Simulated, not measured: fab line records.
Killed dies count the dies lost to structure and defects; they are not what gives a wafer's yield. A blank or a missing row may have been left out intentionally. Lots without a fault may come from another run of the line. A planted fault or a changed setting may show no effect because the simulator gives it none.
fab line records ; flow sky130
record: lots: 13; wafers: 39; lastDay: 50
route steps=708 shown PWDE@84 VT_ADJUST_LVTN@107 PAD_OPEN@708
lots with no fault: from the same line, run without faults
startH: hours from the record's opening day to when the first of the lot's shown wafers began ; waitH: hours since the lot's step before ; " identical to the entry in the row above ; L1.1+2: a single row standing in for several wafers ; - no value, or no start was given ; * or withheld: withheld ; < > ~ a bound
route shown NAME@n: names a module that has steps shown in the file, with the first one's number in the route ; usual: mean/standard deviation taken from wafers without a fault ; same: alike in all rows ; chamber/n: place in a boat ; sites: the reading at each site ; _std_site: the standard deviation of these ; _edge_site: inner sites' mean taken away from outer sites' mean ; radiusMm: for every site, how far away it sits from the centre of the wafer ; mask NAME#n: copy n ; behind: the tool/chamber that last shaped the wafer ; hold: cause of the lot's hold/its duration in hours/its outcome ; device: the n, p or np transistor that did not switch ; end of line: tests of these same wafers at the route's end ; a step given without rows: its recipe and nothing more ; killed: dies lost to structure and defects at the first sort, not the wafer's yield ; map: dies across one wafer; x = killed, . = not, _ = none there
set.NAME: the setting that was run; set.NAME@STEP: the one run at that earlier step ; model.NAME: the simulator's own value behind a step, which no gauge read
the route's steps for a sample of lots (tables are steps, rows are wafers)
services: when a tool's chamber went out of use (startH, in hours from the record's first day, below 0 if earlier), for how many hours, and the reason
== steps ==
step: SKY_NWELL_RS_MEAS_31
recipe: thkMeasGauge: four-point-probe
usual: PWDE_RS: 5286/17
lot.wafer;tool;chamber;startH;waitH;PWDE_RS[ohm/sq]
L781.1;filmMetro-04;-;112.23;0.1;5280
L781.2;filmMetro-04;-;112.23;0.1;5292
L781.3;filmMetro-04;-;112.23;0.1;5291
L782.2;filmMetro-03;-;118.95;0.1;5311
L782.3;filmMetro-03;-;118.95;0.1;5319
L782.4;filmMetro-03;-;118.95;0.1;5317
L783.1;filmMetro-04;-;123.53;0.1;5311
L783.4;filmMetro-04;-;123.53;0.1;5314
L783.5;filmMetro-04;-;123.53;0.1;5298
L784.1;filmMetro-03;-;131.08;0.1;5275
L784.2;filmMetro-03;-;131.08;0.1;5282
L784.3;filmMetro-03;-;131.08;0.1;5284
L785.2;filmMetro-03;-;136.63;0.1;5256
L785.5;filmMetro-03;-;136.63;0.1;5272
L785.6;filmMetro-03;-;136.63;0.1;5276
L786.3;filmMetro-03;-;140.66;0.1;5250
L786.4;filmMetro-03;-;140.66;0.1;5261
L786.6;filmMetro-03;-;140.66;0.1;5270
L789.1;filmMetro-03;-;170.36;0.1;5276
L789.4;filmMetro-03;-;170.36;0.1;5291
L789.6;filmMetro-03;-;170.36;0.1;5275
L794.3;filmMetro-03;-;195.00;0.1;5305
L794.5;filmMetro-03;-;195.00;0.1;5295
L794.6;filmMetro-03;-;195.00;0.1;5305
L795.2;filmMetro-03;-;196.00;0.1;5252
L795.3;filmMetro-03;-;196.00;0.1;5250
L795.5;filmMetro-03;-;196.00;0.1;5246
L796.2;filmMetro-03;-;204.59;0.1;5298
L796.3;filmMetro-03;-;204.59;0.1;5288
L796.5;filmMetro-03;-;204.59;0.1;5282
L797.2;filmMetro-04;-;207.09;0.1;5284
L797.3;filmMetro-04;-;207.09;0.1;5289
L797.4;filmMetro-04;-;207.09;0.1;5285
L799.1;filmMetro-01;-;217.86;0.1;5308
L799.3;filmMetro-01;-;217.86;0.1;5301
L799.6;filmMetro-01;-;217.86;0.1;5298
L802.2;filmMetro-03;-;238.26;0.1;5297
L802.3;filmMetro-03;-;238.26;0.1;5303
L802.5;filmMetro-03;-;238.26;0.1;5308
step: SKY_VT_ADJUST_LVTN_TW_MEAS_10
usual: VT_ADJUST_LVTN_TW: 242.7/1.7
lot.wafer;tool;chamber;startH;waitH;VT_ADJUST_LVTN_TW
L781.1;filmMetro-04;-;150.01;0.1;243.7
L781.2;filmMetro-04;-;150.01;0.1;241.6
L781.3;filmMetro-04;-;150.01;0.1;242.6
L782.2;filmMetro-04;-;158.45;0.1;242.8
L782.3;filmMetro-04;-;158.45;0.1;241.7
L782.4;filmMetro-04;-;158.45;0.1;242.3
L783.1;filmMetro-04;-;163.06;0.1;242.1
L783.4;filmMetro-04;-;163.06;0.1;242.0
L783.5;filmMetro-04;-;163.06;0.1;244.0
L784.1;filmMetro-04;-;171.09;0.1;244.5
L784.2;filmMetro-04;-;171.09;0.1;244.7
L784.3;filmMetro-04;-;171.09;0.1;243.9
L785.2;filmMetro-02;-;178.27;0.1;241.4
L785.5;filmMetro-02;-;178.27;0.1;242.4
L785.6;filmMetro-02;-;178.27;0.1;242.8
L786.3;filmMetro-03;-;181.71;0.1;240.7
L786.4;filmMetro-03;-;181.71;0.1;240.0
L786.6;filmMetro-03;-;181.71;0.1;238.4
L789.1;filmMetro-02;-;213.64;0.1;243.6
L789.4;filmMetro-02;-;213.64;0.1;243.4
L789.6;filmMetro-02;-;213.64;0.1;243.9
L794.3;filmMetro-03;-;241.81;0.1;242.0
L794.5;filmMetro-03;-;241.81;0.1;242.9
L794.6;filmMetro-03;-;241.81;0.1;240.4
L795.2;filmMetro-02;-;241.97;0.1;242.2
L795.3;filmMetro-02;-;241.97;0.1;242.3
L795.5;filmMetro-02;-;241.97;0.1;242.3
L796.2;filmMetro-04;-;250.53;0.1;247.2
L796.3;filmMetro-04;-;250.53;0.1;244.1
L796.5;filmMetro-04;-;250.53;0.1;245.1
L797.2;filmMetro-04;-;255.10;0.1;244.4
L797.3;filmMetro-04;-;255.10;0.1;244.5
L797.4;filmMetro-04;-;255.10;0.1;245.3
L799.1;filmMetro-02;-;265.51;0.1;243.0
L799.3;filmMetro-02;-;265.51;0.1;241.8
L799.6;filmMetro-02;-;265.51;0.1;240.2
L802.2;filmMetro-03;-;288.55;0.1;240.9
L802.3;filmMetro-03;-;288.55;0.1;240.1
L802.5;filmMetro-03;-;288.55;0.1;241.2
step: SKY_VT_ADJUST_LVTN_DEVELOP_17
recipe: resist: NOVOLAK; developer: TMAH; developTimeS: 60; devTempC: 23
usual: developerTempC: 23.03/0.1; exhaustPa: 45.1/0.84
lot.wafer;tool;chamber;startH;waitH;developerTempC;exhaustPa
L781.1;lithoTrack-02;0;169.93;0.1;23.08;46.2
L781.2;lithoTrack-02;0;169.93;0.1;23.11;46.3
L781.3;lithoTrack-02;0;169.93;0.1;23.26;44.3
L782.2;lithoTrack-02;0;178.96;0.1;23.19;45.5
L782.3;lithoTrack-02;0;178.96;0.1;23.10;44.8
L782.4;lithoTrack-02;0;178.96;0.1;23.13;45.2
L783.1;lithoTrack-04;0;184.10;0.1;22.99;43.9
L783.4;lithoTrack-04;0;184.10;0.1;23.05;44.9
L783.5;lithoTrack-04;0;184.10;0.1;23.14;43.7
L784.1;lithoTrack-02;0;191.88;0.1;22.97;46.9
L784.2;lithoTrack-02;0;191.88;0.1;22.87;46.9
L784.3;lithoTrack-02;0;191.88;0.1;22.92;45.0
L785.2;lithoTrack-02;0;198.46;0.1;22.80;44.1
L785.5;lithoTrack-02;0;198.46;0.1;22.91;44.2
L785.6;lithoTrack-02;0;198.46;0.1;22.96;45.0
L786.3;lithoTrack-02;0;202.63;0.1;23.14;45.1
L786.4;lithoTrack-02;0;202.63;0.1;23.19;45.8
L786.6;lithoTrack-02;0;202.63;0.1;23.14;45.8
L789.1;lithoTrack-03;0;236.57;0.1;22.88;44.8
L789.4;lithoTrack-03;0;236.57;0.1;23.11;45.3
L789.6;lithoTrack-03;0;236.57;0.1;23.03;47.0
L794.3;lithoTrack-02;0;265.33;0.1;25.31;45.6
L794.5;lithoTrack-02;0;265.33;0.1;25.19;45.9
L794.6;lithoTrack-02;0;265.33;0.1;25.18;45.1
L795.2;lithoTrack-02;0;265.60;0.1;25.20;44.6
L795.3;lithoTrack-02;0;265.60;0.1;25.31;44.8
L795.5;lithoTrack-02;0;265.60;0.1;25.11;44.5
L796.2;lithoTrack-02;0;274.70;0.1;25.35;45.2
L796.3;lithoTrack-02;0;274.70;0.1;25.27;46.2
L796.5;lithoTrack-02;0;274.70;0.1;25.32;46.1
L797.2;lithoTrack-04;0;278.93;0.1;23.11;43.8
L797.3;lithoTrack-04;0;278.93;0.1;23.09;43.9
L797.4;lithoTrack-04;0;278.93;0.1;23.08;44.2
L799.1;lithoTrack-04;0;290.40;0.1;22.94;46.7
L799.3;lithoTrack-04;0;290.40;0.1;22.95;44.5
L799.6;lithoTrack-04;0;290.40;0.1;22.99;44.6
L802.2;lithoTrack-03;0;315.00;0.1;22.99;44.4
L802.3;lithoTrack-03;0;315.00;0.1;23.20;45.1
L802.5;lithoTrack-03;0;315.00;0.1;23.18;45.2
step: SKY_VT_ADJUST_LVTN_STRIP_20
recipe: chemistry: O2/N2; powerW: 1400; pressureMtorr: 1500; platenTempC: withheld; o2FlowSccm: 3000; n2FlowSccm: 300; overashFraction: 0.5
usual: drypumpMotorCurrentA: 6.0/0.53; oesProductAu: 0.715/0.0042; stripTimeToEndpointS: 14.20/0.039
lot.wafer;tool;chamber;startH;waitH;drypumpMotorCurrentA;oesProductAu;rfHoursCounterH;stripTimeToEndpointS
L781.1;plasmaAsher-02;1;170.27;0.1;6.6;0.708;5;14.24
L781.2;plasmaAsher-02;0;170.27;0.1;5.1;0.716;5;14.25
L781.3;plasmaAsher-02;1;170.27;0.1;6.6;0.716;-;14.19
L782.2;plasmaAsher-03;1;179.27;0.1;5.8;0.712;50;14.24
L782.3;plasmaAsher-03;1;179.27;0.1;5.7;0.715;-;14.21
L782.4;plasmaAsher-03;0;179.27;0.1;6.0;0.720;-;14.20
L783.1;plasmaAsher-02;1;184.44;0.1;6.6;0.703;6;14.17
L783.4;plasmaAsher-02;1;184.44;0.1;6.6;0.724;-;14.18
L783.5;plasmaAsher-02;0;184.44;0.1;5.1;0.720;-;14.22
L784.1;plasmaAsher-02;0;192.22;0.1;5.1;0.708;7;14.15
L784.2;plasmaAsher-02;1;192.22;0.1;6.6;0.715;7;14.17
L784.3;plasmaAsher-02;0;192.22;0.1;5.1;0.716;-;14.14
L785.2;plasmaAsher-04;0;198.77;0.1;6.5;0.719;39;14.18
L785.5;plasmaAsher-04;0;198.77;0.1;6.5;0.719;-;14.15
L785.6;plasmaAsher-04;1;198.77;0.1;6.0;0.721;-;14.17
L786.3;plasmaAsher-03;0;202.95;0.1;6.1;0.715;-;14.18
L786.4;plasmaAsher-03;1;202.95;0.1;5.8;0.716;-;14.16
L786.6;plasmaAsher-03;0;202.95;0.1;6.1;0.711;-;14.17
L789.1;plasmaAsher-04;1;236.91;0.1;6.0;0.719;43;14.19
L789.4;plasmaAsher-04;1;236.91;0.1;6.0;0.717;-;14.16
L789.6;plasmaAsher-04;0;236.91;0.1;6.5;0.714;-;14.14
L794.3;plasmaAsher-03;1;265.65;0.1;5.7;0.719;-;14.18
L794.5;plasmaAsher-03;0;265.65;0.1;6.1;0.717;-;14.22
L794.6;plasmaAsher-03;1;265.65;0.1;5.7;0.721;-;14.20
L795.2;plasmaAsher-02;0;265.92;0.1;5.1;0.716;15;14.25
L795.3;plasmaAsher-02;1;265.92;0.1;6.6;0.717;-;14.24
L795.5;plasmaAsher-02;0;265.92;0.1;5.1;0.709;-;14.24
L796.2;plasmaAsher-02;0;275.02;0.1;5.1;0.716;16;14.19
L796.3;plasmaAsher-02;1;275.02;0.1;6.6;0.719;-;14.22
L796.5;plasmaAsher-02;1;275.02;0.1;6.6;0.724;-;14.20
L797.2;plasmaAsher-04;0;279.24;0.1;6.5;0.727;47;14.27
L797.3;plasmaAsher-04;1;279.24;0.1;6.0;0.718;-;14.24
L797.4;plasmaAsher-04;0;279.24;0.1;6.5;0.712;-;14.22
L799.1;plasmaAsher-03;0;290.74;0.1;6.0;0.716;62;14.22
L799.3;plasmaAsher-03;1;290.74;0.1;5.7;0.709;-;14.26
L799.6;plasmaAsher-03;0;290.74;0.1;6.0;0.716;-;14.21
L802.2;plasmaAsher-03;0;315.31;0.1;6.0;0.718;64;14.18
L802.3;plasmaAsher-03;0;315.31;0.1;6.0;0.721;-;14.23
L802.5;plasmaAsher-03;1;315.31;0.1;5.8;0.713;-;14.18
step: SKY_PAD_OPEN_PROBE_99
usual: killed_at_M0_to_M3: 43/7.3; killed_at_M4_up: 3.2/1.9; killedAtContacts: 25/5.4; killedAtFrontEnd: 16/4.4; killedAtOther: 0.4/0.66; killedDies: 87/11; killedOpen: 48/7.9; killedShort: 39/6.5
same: grossDies: 492; killedAtBackSide: 0
lot.wafer;tool;chamber;startH;waitH;killed_at_M0_to_M3;killed_at_M4_up;killedAtContacts;killedAtFrontEnd;killedAtOther;killedDies;killedOpen;killedShort
L786.3;prober-02;-;1129.76;0.2;55;3;33;16;0;107;61;46
L786.4;prober-02;-;1129.81;0.2;56;7;30;14;2;109;62;47
L786.6;prober-02;-;1129.91;0.2;48;2;29;8;0;87;52;35
killed by level:class
L786.3 CONTACT:geometricParticle:open=18 VIA1:geometricParticle:open=15 METAL1:geometricParticle:short=8 VIA2:geometricParticle:open=8 CONTACT:geometricParticle:short=7 VIA3:geometricParticle:open=6 METAL2:geometricParticle:short=6 FIELD_ISO:geometricParticle:short=5
L786.4 VIA1:geometricParticle:open=16 CONTACT:geometricParticle:open=13 VIA3:geometricParticle:open=7 METAL4:geometricParticle:short=7 FIELD_ISO:geometricParticle:open=6 LI_CONTACT:geometricParticle:open=6 METAL2:geometricParticle:short=6 LOCAL_INTERCONNECT:geometricParticle:short=5
L786.6 CONTACT:geometricParticle:open=10 LI_CONTACT:geometricParticle:open=9 VIA1:geometricParticle:open=9 VIA3:geometricParticle:open=8 VIA2:geometricParticle:open=6 LI_CONTACT:geometricParticle:short=5 METAL2:geometricParticle:short=5 VIA2:geometricParticle:short=5
== services ==
tool;chamber;startH;hours;kind
plasmaAsher-02;-;219.84;0.4;repair
plasmaAsher-04;-;253.11;1.2;repair
== key ==
firstSign: step: SKY_VT_ADJUST_LVTN_DEVELOP_17; reading: developerTempC; direction: up; sigmas: 22; usual: *; struck: *
effect none on later readings
metAt SKY_VT_ADJUST_LVTN_DEVELOP_17
struckLots L794,L795,L796
testerLeftOut L794,L795,L796
notActingAt SKY_NWELL_RS_MEAS_31,SKY_VT_ADJUST_LVTN_TW_MEAS_10,SKY_VT_ADJUST_LVTN_STRIP_20
onsetBetween 202.63 265.33
fault: kind: processParameterDrift; tool: lithoTrack-02; chamber: -; onsetH: 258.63; steps: SKY_VT_ADJUST_LVTN_DEVELOP_17; channel: devTempC; offset: *; shape: step; endH: 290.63; actsIn: *; stated: *
testerLeftOut: of these lots the tester's yield and bins aren't shown, on N5 and GAA mostly nor the transistor test; their killed dies are dies lost to structure and defects alone, not to doping, threshold or leakage, so they don't give the yield
